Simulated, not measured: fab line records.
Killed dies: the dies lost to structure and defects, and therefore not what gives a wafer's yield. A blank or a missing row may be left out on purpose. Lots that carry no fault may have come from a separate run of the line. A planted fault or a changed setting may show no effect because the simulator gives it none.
Chamber matching | flow sfqLine | SFQ_TRILAYER_I3_VIA_BARC_OPEN_VIA_ETCH_121 on rieDiel-03: 4 sister chambers
The step etches BARC in O2, target depth 125 nm, time 41.7 s. 4 wafers are shown with their chamber, then 7 later ones without.

WAFERS WITH THEIR CHAMBER
wafer  | chamber | oesProductAu (a.u.)
L843.6 | 3       | 0.680
L846.5 | 1       | 0.688
L849.1 | 2       | 0.687
L849.4 | 0       | 0.677

WAFERS WHOSE CHAMBER IS MISSING
wafer  | oesProductAu (a.u.)
L849.6 | 0.687
L852.2 | 0.689
L852.3 | 0.689
L852.4 | 0.683
L857.1 | 0.683
L857.3 | 0.696
L857.4 | 0.683

CHAMBER TAKEN BY EACH
wafer  | from the rows above               | in truth
L849.6 | can't be placed: 2 or 1 or 3      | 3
L852.2 | can't be placed: 1 or 2           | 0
L852.3 | can't be placed: 1 or 2           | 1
L852.4 | can't be placed: 3 or 2 or 1 or 0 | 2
L857.1 | can't be placed: 3 or 2 or 1 or 0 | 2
L857.3 | can't be placed: 1 or 2           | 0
L857.4 | can't be placed: 3 or 2 or 1 or 0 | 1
0 of 7 placed correctly. Unplaceable from these rows: 7, with the true chamber sitting among the candidates in 5. Number placed wrongly: 0.
How it was worked out, from the rows above alone: a wafer's distance from a chamber is the root of the sum, over the readings, of the square of ((its reading less the chamber's mean) divided by the reading's scatter). The wafer belongs to the nearest chamber; if the next one is less than 2 further off, it can't be placed. A chamber's mean is the mean of its shown wafers. The scatter: with one shown wafer a chamber, the root of the mean of the squares of how far each hidden wafer lies from its nearest shown one.
